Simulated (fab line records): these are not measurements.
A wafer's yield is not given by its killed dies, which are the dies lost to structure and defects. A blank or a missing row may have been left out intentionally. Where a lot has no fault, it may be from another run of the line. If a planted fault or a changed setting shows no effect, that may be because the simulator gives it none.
What tool caused it? :: flow gf180mcu :: 35 wafers from 12 lots sampled at 6 of the route's 602 steps

WHAT THE GAUGES SHOWED, per wafer
GF_M3_RS_MEAS_05: uses a four-point probe to measure. Usual: for M3_ALCU_RS the level is 0.0696 ohm/sq and the standard deviation is 0.00076.
lot: L956
measured: day 20 08:33
on: film metro-01
M3_ALCU_RS (ohm/sq): 0.0697 0.0694 0.0693
flag: 

lot: L957
measured: day 20 12:26
on: film metro-03
M3_ALCU_RS (ohm/sq): 0.0686 0.0690 0.0691
flag: 

lot: L958
measured: day 20 19:01
on: film metro-03
M3_ALCU_RS (ohm/sq): 0.0690 0.0698 0.0692
flag: 

lot: L960
measured: day 21 23:13
on: film metro-04
M3_ALCU_RS (ohm/sq): 0.0688 0.0691 0.0688
flag: 

lot: L961
measured: day 22 08:04
on: film metro-03
M3_ALCU_RS (ohm/sq): 0.0710 0.0703 0.0700
flag: 

lot: L963
measured: day 23 09:22
on: film metro-03
M3_ALCU_RS (ohm/sq): 0.0682 0.0693 0.0697
flag: 

lot: L964
measured: day 23 09:55
on: film metro-03
M3_ALCU_RS (ohm/sq): 0.0682 0.0682 0.0690
flag: 

lot: L965
measured: day 23 17:20
on: film metro-03
M3_ALCU_RS (ohm/sq): 0.0699 0.0694 0.0695
flag: 

lot: L970
measured: day 25 06:35
on: film metro-04
M3_ALCU_RS (ohm/sq): 0.0713 0.0710
flag: 

lot: L971
measured: day 25 12:36
on: film metro-03
M3_ALCU_RS (ohm/sq): 0.0692 0.0692 0.0688
flag: 

lot: L977
measured: day 27 17:28
on: film metro-03
M3_ALCU_RS (ohm/sq): 0.0700 0.0696 0.0696
flag: 

lot: L979
measured: day 28 02:35
on: film metro-03
M3_ALCU_RS (ohm/sq): 0.0704 0.0703 0.0702
flag: 

GF_M3_OVL_MEAS_15. Usual: for M3_OVL the level is 0 nm and the standard deviation is 5.9.
lot: L956
measured: day 21 09:05
on: overlay-02
M3_OVL (nm): 7 1 -4
flag: 

lot: L957
measured: day 21 12:13
on: overlay-02
M3_OVL (nm): 8 13 13
flag: 

lot: L958
measured: day 21 18:40
on: overlay-02
M3_OVL (nm): 5 -3 4
flag: 

lot: L960
measured: day 22 22:07
on: overlay-01
M3_OVL (nm): 2 -5 2
flag: 

lot: L961
measured: day 23 06:42
on: overlay-02
M3_OVL (nm): -1 0 3
flag: 

lot: L963
measured: day 24 07:50
on: overlay-02
M3_OVL (nm): -8 -6 -1
flag: 

lot: L964
measured: day 24 08:11
on: overlay-01
M3_OVL (nm): 4 1 8
flag: 

lot: L965
measured: day 24 15:35
on: overlay-01
M3_OVL (nm): -1 -3 5
flag: 

lot: L970
measured: day 26 03:16
on: overlay-02
M3_OVL (nm): -8 -13
flag: 

lot: L971
measured: day 26 09:31
on: overlay-01
M3_OVL (nm): -2 -2 -11
flag: 

lot: L977
measured: day 28 13:10
on: overlay-02
M3_OVL (nm): 1 4 2
flag: 

lot: L979
measured: day 28 22:13
on: overlay-02
M3_OVL (nm): 6 3 3
flag: 

GF_V3_THK_MEAS_01. Usual: for V3_CVD_00_THK the level is 600 nm and the standard deviation is 6.2.
lot: L956
measured: day 21 09:50
on: film metro-03
V3_CVD_00_THK (nm): 600 606 600
flag: 

lot: L957
measured: day 21 13:04
on: film metro-02
V3_CVD_00_THK (nm): 608 606 608
flag: 

lot: L958
measured: day 21 19:26
on: film metro-04
V3_CVD_00_THK (nm): 599 600 600
flag: 

lot: L960
measured: day 22 22:52
on: film metro-02
V3_CVD_00_THK (nm): 597 600 593
flag: 

lot: L961
measured: day 23 07:36
on: film metro-03
V3_CVD_00_THK (nm): 600 603 600
flag: 

lot: L963
measured: day 24 08:37
on: film metro-03
V3_CVD_00_THK (nm): 593 605 603
flag: 

lot: L964
measured: day 24 09:08
on: film metro-02
V3_CVD_00_THK (nm): 606 603 594
flag: 

lot: L965
measured: day 24 16:22
on: film metro-04
V3_CVD_00_THK (nm): 592 594 590
flag: 

lot: L970
measured: day 26 04:02
on: film metro-03
V3_CVD_00_THK (nm): 598 592
flag: 

lot: L971
measured: day 26 10:17
on: film metro-02
V3_CVD_00_THK (nm): 597 594 600
flag: 

lot: L977
measured: day 28 13:57
on: film metro-03
V3_CVD_00_THK (nm): 606 605 600
flag: 

lot: L979
measured: day 28 23:02
on: film metro-02
V3_CVD_00_THK (nm): 602 609 598
flag: 

GF_V3_RS_MEAS_24: uses a four-point probe to measure. Usual: for V3_W_RS the level is 0.322 ohm/sq and the standard deviation is 0.0047.
lot: L956
measured: day 22 10:31
on: film metro-02
V3_W_RS (ohm/sq): 0.324 0.325 0.326
flag: 

lot: L957
measured: day 22 13:24
on: film metro-03
V3_W_RS (ohm/sq): 0.329 0.326 0.327
flag: 

lot: L958
measured: day 22 19:54
on: film metro-04
V3_W_RS (ohm/sq): 0.322 0.317 0.317
flag: 

lot: L960
measured: day 23 22:39
on: film metro-02
V3_W_RS (ohm/sq): 0.320 0.319 0.314
flag: 

lot: L961
measured: day 24 07:25
on: film metro-04
V3_W_RS (ohm/sq): 0.322 0.323 0.323
flag: 

lot: L963
measured: day 25 07:47
on: film metro-02
V3_W_RS (ohm/sq): 0.314 0.319 0.315
flag: 

lot: L964
measured: day 25 07:56
on: film metro-03
V3_W_RS (ohm/sq): 0.324 0.326 0.322
flag: 

lot: L965
measured: day 25 15:30
on: film metro-03
V3_W_RS (ohm/sq): 0.329 0.327 0.330
flag: 

lot: L970
measured: day 27 02:39
on: film metro-04
V3_W_RS (ohm/sq): 0.566 0.323
flag: OFF

lot: L971
measured: day 27 08:31
on: film metro-02
V3_W_RS (ohm/sq): 0.327 0.573 0.573
flag: OFF

lot: L977
measured: day 29 10:48
on: film metro-03
V3_W_RS (ohm/sq): 0.321 0.327 0.320
flag: 

lot: L979
measured: day 29 19:13
on: film metro-03
V3_W_RS (ohm/sq): 0.326 0.324 0.321
flag: 

GF_V3_THK_MEAS_25: measures by xrf. Usual: for V3_W_THK the level is 346 nm and the standard deviation is 5.1.
lot: L956
measured: day 22 10:38
on: film metro-02
V3_W_THK (nm): 338 339 341
flag: 

lot: L957
measured: day 22 13:31
on: film metro-03
V3_W_THK (nm): 336 341 339
flag: 

lot: L958
measured: day 22 20:00
on: film metro-04
V3_W_THK (nm): 349 353 351
flag: 

lot: L960
measured: day 23 22:46
on: film metro-02
V3_W_THK (nm): 346 345 351
flag: 

lot: L961
measured: day 24 07:31
on: film metro-04
V3_W_THK (nm): 349 344 344
flag: 

lot: L963
measured: day 25 07:53
on: film metro-02
V3_W_THK (nm): 352 348 351
flag: 

lot: L964
measured: day 25 08:02
on: film metro-03
V3_W_THK (nm): 346 343 348
flag: 

lot: L965
measured: day 25 15:37
on: film metro-03
V3_W_THK (nm): 337 342 339
flag: 

lot: L970
measured: day 27 02:45
on: film metro-04
V3_W_THK (nm): 200 344
flag: OFF

lot: L971
measured: day 27 08:38
on: film metro-02
V3_W_THK (nm): 338 197 197
flag: OFF

lot: L977
measured: day 29 10:53
on: film metro-03
V3_W_THK (nm): 346 343 347
flag: 

lot: L979
measured: day 29 19:20
on: film metro-03
V3_W_THK (nm): 342 346 349
flag: 

WHICH TOOL RAN EACH LOT (tool, then ch and the chambers of the sampled wafers, then the start)
lot: L956
GF_V3_CVD_23: cvd w-02 ch 0,1, day 22 10:23

lot: L957
GF_V3_CVD_23: cvd w-02 ch 0,1, day 22 13:17

lot: L958
GF_V3_CVD_23: cvd w-01 ch 0,1, day 22 19:47

lot: L960
GF_V3_CVD_23: cvd w-01 ch 0,1, day 23 22:32

lot: L961
GF_V3_CVD_23: cvd w-01 ch 0,1, day 24 07:16

lot: L963
GF_V3_CVD_23: cvd w-01 ch 0,1, day 25 07:41

lot: L964
GF_V3_CVD_23: cvd w-02 ch 0,1, day 25 07:50

lot: L965
GF_V3_CVD_23: cvd w-02 ch 0,1, day 25 15:23

lot: L970
GF_V3_CVD_23: cvd w-02 ch 0,1, day 27 02:32

lot: L971
GF_V3_CVD_23: cvd w-02 ch 0,1, day 27 08:23

lot: L977
GF_V3_CVD_23: cvd w-01 ch 0,1, day 29 10:40

lot: L979
GF_V3_CVD_23: cvd w-01 ch 1, day 29 18:59
- GF_V3_CVD_23: deposits W, target thk 350 nm, time 104.9 s.

AS READ BY THE TOOLS THEMSELVES (means over the sampled wafers that have a number; for cases with no such wafer, the mark the record gives instead)
GF_V3_CVD_23. Usual: heater power outer w 548 W, standard deviation 62; heater power w 917 W, standard deviation 110.
lot: L956
tool: cvd w-02
heater power outer w (W): 505
heater power w (W): 814
flag: 

lot: L957
tool: cvd w-02
heater power outer w (W): 519
heater power w (W): 895
flag: 

lot: L958
tool: cvd w-01
heater power outer w (W): 543
heater power w (W): 940
flag: 

lot: L960
tool: cvd w-01
heater power outer w (W): 589
heater power w (W): 964
flag: 

lot: L961
tool: cvd w-01
heater power outer w (W): 580
heater power w (W): 985
flag: 

lot: L963
tool: cvd w-01
heater power outer w (W): 545
heater power w (W): 925
flag: 

lot: L964
tool: cvd w-02
heater power outer w (W): 516
heater power w (W): 892
flag: 

lot: L965
tool: cvd w-02
heater power outer w (W): 498
heater power w (W): 822
flag: 

lot: L970
tool: cvd w-02
heater power outer w (W): 516
heater power w (W): 867
flag: 

lot: L971
tool: cvd w-02
heater power outer w (W): 528
heater power w (W): 894
flag: 

lot: L977
tool: cvd w-01
heater power outer w (W): 588
heater power w (W): 995
flag: 

lot: L979
tool: cvd w-01
heater power outer w (W): 636
heater power w (W): 1042
flag: 

THE ANSWER, worked out from the rows above alone
Rule: a lot counts as off when the mean over its wafers that have a number is more than 3 standard deviations away from the usual mean. A lot without any number at a reading at which 4 lots or more have one is off too. Where the step has rows for the other lots, those lots are counted as sound. Order of review: gauges by route order, followed by the tools' own readings, for which a lot's mean as printed above is used. At the first step where some lot is off, the reading lying furthest off is the one used; lots without a number count as furthest.
Off: L970, L971, seen at GF_V3_RS_MEAS_24 (V3_W_RS).
If a tool, at a process step before that reading, ran all the lots that are off and no sound lot after the first of them, it fits. Gauges at GF_V3_RS_MEAS_24: tried the same way as those tools. One candidate fits, namely cvd w-02 at GF_V3_CVD_23. A fault onset in the window from L965 (day 25 15:23, its last sound lot) to L970 (day 27 02:32, its first lot off) fits.

WHAT THE SIMULATOR HAD INSERTED
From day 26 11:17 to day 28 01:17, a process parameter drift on cvd w-02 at GF_V3_CVD_23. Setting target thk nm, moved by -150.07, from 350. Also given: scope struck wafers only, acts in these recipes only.
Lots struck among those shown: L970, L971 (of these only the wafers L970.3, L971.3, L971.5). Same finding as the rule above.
